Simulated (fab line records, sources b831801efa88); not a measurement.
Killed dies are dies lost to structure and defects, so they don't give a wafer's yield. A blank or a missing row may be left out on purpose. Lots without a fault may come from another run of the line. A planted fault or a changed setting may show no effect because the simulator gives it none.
Which tool did it? | flow sky130 | 6 lots, 18 wafers sampled, at 4 steps of a route of 708

WHAT THE GAUGES READ, wafer by wafer
SKY_LDD_LDN_OVL_MEAS_07.
lot  | measured     | on         | LDD_LDN_OVL (nm)
L232 | day 23 03:28 | overlay-02 | 0.8 2.3 2.7
L239 | day 25 22:18 | overlay-02 | -1.3 -0.7 -1.8
L242 | day 27 01:07 | overlay-02 | -0.6 -1.1 -0.1
L247 | day 28 12:22 | overlay-01 | 0.0 0.9 0.1
L250 | day 29 11:39 | overlay-02 | -51.6 -50.4 -51.7
L252 | day 29 23:53 | overlay-02 | -51.9 -51.2 -50.9

WHICH TOOL RAN EACH LOT (tool, then ch and the chambers of the sampled wafers, then the start)
lot  | SKY_POLY_GATE_STRIP_18               | SKY_LDD_N_STRIP_16                   | SKY_LDD_LDN_EXPOSE_04
L232 | plasma_asher-04 ch 0,1, day 16 16:14 | plasma_asher-02 ch 1, day 18 00:51   | iline_stepper-02 ch 0, day 22 12:44
L239 | plasma_asher-01 ch 0,1, day 19 14:11 | plasma_asher-03 ch 0,1, day 20 22:47 | iline_stepper-01 ch 0, day 25 08:04
L242 | plasma_asher-02 ch 0, day 20 16:05   | plasma_asher-01 ch 0,1, day 22 02:26 | iline_stepper-02 ch 0, day 26 10:38
L247 | plasma_asher-02 ch 0,1, day 22 07:13 | plasma_asher-02 ch 0,1, day 23 15:35 | iline_stepper-02 ch 0, day 27 22:38
L250 | plasma_asher-01 ch 0,1, day 23 06:55 | plasma_asher-03 ch 0,1, day 24 15:52 | iline_stepper-01 ch 0, day 28 22:20
L252 | plasma_asher-01 ch 0,1, day 23 19:49 | plasma_asher-02 ch 0,1, day 25 04:45 | iline_stepper-01 ch 0, day 29 09:38
- SKY_POLY_GATE_STRIP_18: strips in O2/N2.
- SKY_LDD_N_STRIP_16: strips in O2/N2.
- SKY_LDD_LDN_EXPOSE_04: exposes mask LDNTM, target cd 700 nm.

THE ANSWER, worked out from the rows above alone
Rule: what is usual is taken from the lots themselves. Put in order of their means at a reading, lots are off if they are a third of the lots or fewer, leave a main group of 4 or more, and stand apart from it by a gap of 3 or more times the standard deviation of the main group's means; of several such gaps the widest counts. A main group whose means are all the same, to the digits that the tables above print for the reading, isn't used. A lot without any number at a reading at which 4 lots or more have one is off too. The other lots that the step has rows for count as sound.
Off: L250, L252, at SKY_LDD_LDN_OVL_MEAS_07 (LDD_LDN_OVL). The main group: mean 0.1 nm, standard deviation 1.2.
A tool fits if, at a process step before that reading, it ran every lot that is off, and no sound lot after the first of them. The gauges at SKY_LDD_LDN_OVL_MEAS_07 are tried like those tools. Can't be told from this: 3 tools fit, plasma_asher-01 at SKY_POLY_GATE_STRIP_18, iline_stepper-01 at SKY_LDD_LDN_EXPOSE_04, overlay-02 at SKY_LDD_LDN_OVL_MEAS_07.

WHAT THE SIMULATOR HAD PUT IN
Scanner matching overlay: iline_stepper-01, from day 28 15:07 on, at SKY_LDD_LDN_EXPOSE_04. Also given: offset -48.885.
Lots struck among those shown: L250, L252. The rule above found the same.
